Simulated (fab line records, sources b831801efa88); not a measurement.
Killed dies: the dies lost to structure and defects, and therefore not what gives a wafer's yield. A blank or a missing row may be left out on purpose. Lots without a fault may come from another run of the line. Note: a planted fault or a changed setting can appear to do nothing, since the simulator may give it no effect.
Which tool was responsible? | flow gf180mcu | 36 wafers from 12 lots sampled at 6 of the route's 602 steps

== WHAT THE GAUGES SHOWED, per wafer ==
GF_VT_IMPLANT_RS_MEAS_46: measurement is done with a four-point probe.
lot  | measured     | on            | MVSD_RS (ohm/sq)
L544 | day 7 16:17  | film_metro-01 | 456.0 456.7 457.6
L545 | day 8 11:44  | film_metro-01 | 456.1 456.7 456.3
L548 | day 8 18:51  | film_metro-01 | 457.1 457.0 457.3
L550 | day 9 03:28  | film_metro-04 | 455.3 455.5 455.7
L549 | day 9 05:20  | film_metro-01 | 456.3 456.3 457.1
L555 | day 10 10:24 | film_metro-03 | 457.1 458.8 456.9
L558 | day 11 11:40 | film_metro-01 | 454.6 455.1 454.9
L559 | day 11 15:10 | film_metro-03 | 443.0 444.6 444.3 443.6 443.6 443.1
L562 | day 12 11:25 | film_metro-01 | 445.9 444.4 445.2 445.6 444.6 445.8
L563 | day 12 19:06 | film_metro-01 | 459.0 459.0 457.9
L564 | day 13 01:53 | film_metro-03 | 455.7 454.8 455.0
L565 | day 13 09:33 | film_metro-03 | 455.1 456.0 455.4

GF_VT_IMPLANT_RS_MEAS_47: measurement is done with a four-point probe.
lot  | measured     | on            | NWELL_RS (ohm/sq)
L544 | day 7 16:24  | film_metro-01 | 488.6 488.6 488.2
L545 | day 8 11:52  | film_metro-01 | 490.3 489.9 488.9
L548 | day 8 18:58  | film_metro-01 | 487.8 488.7 488.2
L550 | day 9 03:35  | film_metro-04 | 488.3 487.3 488.4
L549 | day 9 05:28  | film_metro-01 | 488.7 489.9 489.1
L555 | day 10 10:31 | film_metro-03 | 486.5 487.2 488.0
L558 | day 11 11:47 | film_metro-01 | 487.3 488.1 487.8
L559 | day 11 17:32 | film_metro-03 | 485.6 485.6 486.3
L562 | day 12 14:23 | film_metro-01 | 487.8 487.3 487.5
L563 | day 12 19:13 | film_metro-01 | 487.4 488.8 487.0
L564 | day 13 02:01 | film_metro-03 | 487.2 487.3 486.8
L565 | day 13 09:40 | film_metro-03 | 488.0 486.2 487.3

GF_V5_THK_MEAS_01.
lot  | measured     | on            | V5_CVD_00_THK (nm)
L544 | day 26 08:13 | film_metro-04 | 294 304 296
L545 | day 27 07:26 | film_metro-02 | 295 296 294
L548 | day 27 22:37 | film_metro-04 | 298 303 298
L550 | day 28 03:04 | film_metro-01 | 298 299 302
L549 | day 28 05:53 | film_metro-04 | 291 304 292
L555 | day 29 11:04 | film_metro-02 | 301 296 300
L558 | day 30 13:13 | film_metro-02 | 304 292 294
L559 | day 30 19:52 | film_metro-02 | 303 300 295
L562 | day 31 18:23 | film_metro-01 | 292 299 291
L563 | day 32 01:17 | film_metro-02 | 295 297 299
L564 | day 32 05:04 | film_metro-01 | 302 303 303
L565 | day 32 14:08 | film_metro-01 | 300 305 302

== WHAT TOOL EACH LOT RAN ON (gives the tool, then ch and the chambers of the sampled wafers, and finally the start) ==
lot  | GF_MVSD_IMPLANT_09             | GF_V2_SPUTTER_21             | GF_V3_ETCH_17
L544 | implanter-01 ch 0, day 4 13:51 | pvd_sputter-03, day 20 07:08 | rie_diel-04 ch 0,1,2, day 26 08:13 or earlier
L545 | implanter-02 ch 0, day 5 06:46 | pvd_sputter-03, day 21 10:27 | rie_diel-03 ch 0,1, day 27 07:26 or earlier
L548 | implanter-02 ch 0, day 5 13:12 | pvd_sputter-03, day 22 03:41 | rie_diel-01 ch 1,2,3, day 27 22:37 or earlier
L550 | implanter-03 ch 0, day 5 20:20 | pvd_sputter-02, day 22 07:55 | rie_diel-03 ch 1,2,3, day 28 03:04 or earlier
L549 | implanter-01 ch 0, day 5 21:54 | pvd_sputter-02, day 22 10:22 | rie_diel-04 ch 0,2,3, day 28 05:53 or earlier
L555 | implanter-01 ch 0, day 7 00:18 | pvd_sputter-02, day 23 22:34 | rie_diel-04 ch 1,2,3, day 29 11:04 or earlier
L558 | implanter-01 ch 0, day 7 21:50 | pvd_sputter-03, day 25 04:20 | rie_diel-03 ch 0,2,3, day 30 13:13 or earlier
L559 | implanter-02 ch 0, day 8 00:47 | pvd_sputter-02, day 25 10:50 | rie_diel-04 ch 0,2,3, day 30 19:52 or earlier
L562 | implanter-02 ch 0, day 8 18:17 | pvd_sputter-03, day 26 14:43 | rie_diel-01 ch 0,1,3, day 31 18:23 or earlier
L563 | implanter-01 ch 0, day 8 23:46 | pvd_sputter-02, day 26 23:21 | rie_diel-01 ch 0,2, day 32 01:17 or earlier
L564 | implanter-03 ch 0, day 9 05:24 | pvd_sputter-02, day 27 04:55 | rie_diel-04 ch 0,1, day 32 05:04 or earlier
L565 | implanter-01 ch 0, day 9 12:14 | pvd_sputter-04, day 27 15:02 | rie_diel-04 ch 0,1,3, day 32 14:08 or earlier
- GF_MVSD_IMPLANT_09
- GF_V2_SPUTTER_21: material Ti, target thk 15 nm, time 80.02 s.
- GF_V3_ETCH_17: etches SiO2 in C4F8/O2/Ar, stops on TiN, target depth 635 nm.

== AS READ BY THE TOOLS THEMSELVES (means over the sampled wafers that have a number; for cases with no such wafer, the mark the record gives instead) ==
GF_MVSD_IMPLANT_09.
lot  | tool         | beam_on_s (s) | dose_ions_cm2 | faraday_current_uA
L544 | implanter-01 | 10.08         | 5e+12         | 28.0
L545 | implanter-02 | 10.19         | 5e+12         | 27.7
L548 | implanter-02 | 10.11         | 5e+12         | 27.7
L550 | implanter-03 | 9.97          | 5e+12         | 28.2
L549 | implanter-01 | 10.02         | 5e+12         | 28.1
L555 | implanter-01 | 10.10         | 5e+12         | 28.0
L558 | implanter-01 | 10.17         | 5e+12         | 27.7
L559 | implanter-02 | 11.72         | 5e+12         | 23.9
L562 | implanter-02 | 11.53         | 5e+12         | 24.5
L563 | implanter-01 | 10.04         | 5e+12         | 28.1
L564 | implanter-03 | 10.05         | 5e+12         | 28.0
L565 | implanter-01 | 10.09         | 5e+12         | 28.0

GF_V2_SPUTTER_21.
lot  | tool           | substrate_temp_c (C) | throttle_valve_pct (%)
L544 | pvd_sputter-03 | 200.15               | 30.0
L545 | pvd_sputter-03 | 200.02               | 28.7
L548 | pvd_sputter-03 | 200.16               | 28.2
L550 | pvd_sputter-02 | 200.06               | 28.4
L549 | pvd_sputter-02 | 199.88               | 28.4
L555 | pvd_sputter-02 | 200.09               | 28.4
L558 | pvd_sputter-03 | 199.99               | 28.5
L559 | pvd_sputter-02 | 200.14               | 30.8
L562 | pvd_sputter-03 | 200.19               | 30.1
L563 | pvd_sputter-02 | 200.04               | 29.7
L564 | pvd_sputter-02 | 199.87               | 29.5
L565 | pvd_sputter-04 | 200.28               | 31.0

GF_V3_ETCH_17.
lot  | tool        | oes_product_au (a.u.)
L544 | rie_diel-04 | 0.851
L545 | rie_diel-03 | 0.857
L548 | rie_diel-01 | 0.862
L550 | rie_diel-03 | 0.857
L549 | rie_diel-04 | 0.858
L555 | rie_diel-04 | 0.860
L558 | rie_diel-03 | 0.858
L559 | rie_diel-04 | 0.855
L562 | rie_diel-01 | 0.857
L563 | rie_diel-01 | 0.856
L564 | rie_diel-04 | 0.855
L565 | rie_diel-04 | 0.857

== THE ANSWER, worked out from the rows above alone ==
Rule: the usual values come from the lots themselves. The widest of any qualifying gaps counts: lots, ordered by their means at a reading, are off when they make up no more than a third of the lots, leave a main group of 4 or more, and stand apart from it by 3 or more times the standard deviation of that group's means. The tables above print the reading to a certain number of digits; a main group whose means all agree to those digits is not used. A lot without any number at a reading at which 4 lots or more have one is off too. Where the step has rows for the other lots, those lots are counted as sound. After the gauges, taken in route order, come the tools' own readings; for these a lot's mean is taken, as printed above. The first step at which some lot is off is used, and at that step the reading that is off furthest; a lot without a number counts as furthest.
Off: L559, L562, seen at GF_VT_IMPLANT_RS_MEAS_46 (MVSD_RS). For the main group the mean is 456.4 ohm/sq and the standard deviation 1.1.
If a tool, at a process step before that reading, ran all the lots that are off and no sound lot after the first of them, it fits. Not tried: the gauges at GF_VT_IMPLANT_RS_MEAS_46; whatever is off there is also off at GF_MVSD_IMPLANT_09, on other tools, and gauge error can't account for it. One fits: GF_MVSD_IMPLANT_09 on implanter-02. A fault onset in the window from L548 (day 5 13:12, its last sound lot) to L559 (day 8 00:47, its first lot off) fits.
The tool's own readings at GF_MVSD_IMPLANT_09 bear it out: on the lots that are off they differ by more than 5 times the standard deviation of the sound lots' means. beam_on_s reads 11.62 s there against 10.08 s on the sound lots; faraday_current_uA reads 24.2 there against 27.9 on the sound lots.

== WHAT HAD BEEN PUT IN BY THE SIMULATOR ==
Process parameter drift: implanter-02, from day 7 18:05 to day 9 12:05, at GF_MVSD_IMPLANT_09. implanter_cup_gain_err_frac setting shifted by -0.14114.
Shown lots that were struck: L559, L562. The rule above reached the same finding.
